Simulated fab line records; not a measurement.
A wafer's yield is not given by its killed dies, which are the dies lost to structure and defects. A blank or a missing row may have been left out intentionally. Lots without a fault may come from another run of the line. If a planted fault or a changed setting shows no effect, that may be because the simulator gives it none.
A struck lot beside a sound one + flow gf180mcu + 22 steps out of a route of 602
Sound: wafers L277.2, L277.5, L277.6. Struck: wafer L286.3 (left out: L286.1, L286.6 of the same lot, which were not struck); the cause appears at the end.
At each step with rows: each side's tool, then ch and its chambers, then its first start. Under that, the readings that differ: sound wafers + struck wafers + difference of the means + sigmas: that difference in standard deviations of wafers without a fault.
alike: same words and numbers on both sides, and readings whose means sit less than 2 such deviations apart. not compared: any withheld reading, any reading some wafer has no value for, any bound like >300 that may hide the same value, and any number with overlapping values for which the record gives no deviation.
Wherever a step has rows on one side only, a row that says differs or no value, or a row with sigmas, the two part there. Numbers that have no deviation but don't overlap get no sigmas and don't part them. A reading that every wafer of one side lacks parts them only if that side has two wafers or more.

first, 6 steps without rows for these wafers: GF_VT_IMPLANT_HMDS_23 (prime time 60 s); GF_VT_IMPLANT_COAT_24 (resist thk 1000 nm); GF_VT_IMPLANT_SOFTBAKE_25 (time 60 s); GF_VT_IMPLANT_EXPOSE_26 (exposes mask LVPWELL HV AREA, target cd 860 nm); GF_VT_IMPLANT_PEB_27; GF_VT_IMPLANT_DEVELOP_28 (develop time 60 s).
GF_VT_IMPLANT_OVL_MEAS_29:
  struck on overlay-02, day 11 03:10; sound on overlay-01, day 9 01:37
  alike: VT_IMPLANT_02_OVL
after that, 1 step had no rows for these wafers: GF_VT_IMPLANT_IMPLANT_30.
GF_VT_IMPLANT_STRIP_31: strips in O2/N2.
  sound on plasma-asher-02 ch 0,1, day 9 01:47; struck on plasma-asher-03 ch 0, day 11 03:21
  alike: drypump-motor-current-A, heater-power-w, n2-flow-sccm, oes-product-au, strip-time-to-endpoint-s
  not compared: rf-hours-counter-h
GF_VT_IMPLANT_TW_MEAS_32:
  struck on film-metro-02, day 11 03:27; sound on film-metro-02, day 9 01:54
  alike: VT_IMPLANT_3_TW
then, 2 steps without rows for these wafers: GF_VT_IMPLANT_DEHYDRATE_33 (time 60 s); GF_VT_IMPLANT_HMDS_34 (prime time 60 s).
GF_VT_IMPLANT_COAT_35: resist thk 1000 nm.
  sound on litho-track-04 ch 0, day 9 10:05; struck on litho-track-02 ch 0, day 11 12:04
| reading                                         | sound           | struck | difference | sigmas |
|-------------------------------------------------|-----------------|--------|------------|--------|
| dispense-pressure-kPa (kPa)                     | 53.1 53.1 53.0  | 58.5   | +5.4       | +2     |
| model.NOVOLAK_of_VT_IMPLANT_COAT_35.thk-nm (nm) | 997.7 996.1 999 | 1044   | +46        |        |
then, 3 steps without rows for these wafers: GF_VT_IMPLANT_SOFTBAKE_36 (time 60 s); GF_VT_IMPLANT_EXPOSE_37 (exposes mask Nwell HV AREA, target cd 860 nm); GF_VT_IMPLANT_PEB_38.
GF_VT_IMPLANT_DEVELOP_39: develop time 60 s.
  sound on litho-track-03 ch 0, day 9 18:53; struck on litho-track-02 ch 0, day 11 22:01
| reading                                         | sound             | struck | difference | sigmas |
|-------------------------------------------------|-------------------|--------|------------|--------|
| model.NOVOLAK_of_VT_IMPLANT_COAT_35.thk-nm (nm) | 997.2 995.7 998.6 | 1044   | +47        |        |
  alike: developer-temp-C
GF_VT_IMPLANT_OVL_MEAS_40:
  struck on overlay-01, day 11 22:10; sound on overlay-01, day 9 19:02
  alike: VT_IMPLANT_03_OVL
after that, 1 step had no rows for these wafers: GF_VT_IMPLANT_IMPLANT_41.
GF_VT_IMPLANT_STRIP_42: strips in O2/N2.
  sound on plasma-asher-01 ch 0,1, day 9 19:13; struck on plasma-asher-03 ch 1, day 11 22:21
| reading                      | sound             | struck | difference | sigmas |
|------------------------------|-------------------|--------|------------|--------|
| strip-time-to-endpoint-s (s) | 12.60 12.58 12.62 | 13.08  | +0.48      | +13    |
  alike: drypump-motor-current-A, heater-power-w, n2-flow-sccm, oes-product-au
  not compared: rf-hours-counter-h
GF_VT_IMPLANT_TW_MEAS_43:
  struck on film-metro-01, day 11 22:27; sound on film-metro-04, day 9 19:19
  alike: VT_IMPLANT_4_TW
GF_PASSIVATION_PROBE_99:
  rows exist in the record for the sound wafers here (prober-01, day 31 07:40), none for the struck ones

WHERE THEY PART
First at GF_VT_IMPLANT_COAT_35; last, within this record, at GF_PASSIVATION_PROBE_99.

WHY: whatever the simulator had introduced
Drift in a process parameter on litho-track-02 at GF_VT_IMPLANT_COAT_35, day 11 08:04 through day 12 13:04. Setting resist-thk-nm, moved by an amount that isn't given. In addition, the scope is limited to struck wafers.
